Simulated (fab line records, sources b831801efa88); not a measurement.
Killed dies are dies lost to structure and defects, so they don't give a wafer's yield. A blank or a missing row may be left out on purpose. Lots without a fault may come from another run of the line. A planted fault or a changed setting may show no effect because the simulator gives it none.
Which tool did it? | flow gf180mcu | 7 lots, 21 wafers sampled, at 1 step of a route of 602

WHAT THE GAUGES READ, wafer by wafer
GF_NSD_OVL_MEAS_08.
lot  | measured     | on         | NSD_OVL (nm)
L368 | day 13 12:51 | overlay-02 | -0.9 -2.0 -2.4
L371 | day 14 17:57 | overlay-01 | 0.3 -0.5 -1.1
L374 | day 15 23:31 | overlay-01 | -1.7 0.4 0.1
L376 | day 16 15:56 | overlay-02 | -1.0 -0.9 -1.2
L378 | day 17 01:57 | overlay-02 | -0.5 -1.0 -1.9
L382 | day 18 14:28 | overlay-02 | 0.3 0.6 0.6
L389 | day 20 23:14 | overlay-02 | -2.2 -2.2 -1.0

WHICH TOOL RAN EACH LOT (tool, then ch and the chambers of the sampled wafers, then the start)
The record holds no process step before these readings.

THE ANSWER, worked out from the rows above alone
Rule: what is usual is taken from the lots themselves. Put in order of their means at a reading, lots are off if they are a third of the lots or fewer, leave a main group of 4 or more, and stand apart from it by a gap of 3 or more times the standard deviation of the main group's means; of several such gaps the widest counts. A main group whose means are all the same, to the digits that the tables above print for the reading, isn't used. A lot without any number at a reading at which 4 lots or more have one is off too. The other lots that the step has rows for count as sound.
No lot is off at any reading shown: from this, nothing can be told.

WHAT THE SIMULATOR HAD PUT IN
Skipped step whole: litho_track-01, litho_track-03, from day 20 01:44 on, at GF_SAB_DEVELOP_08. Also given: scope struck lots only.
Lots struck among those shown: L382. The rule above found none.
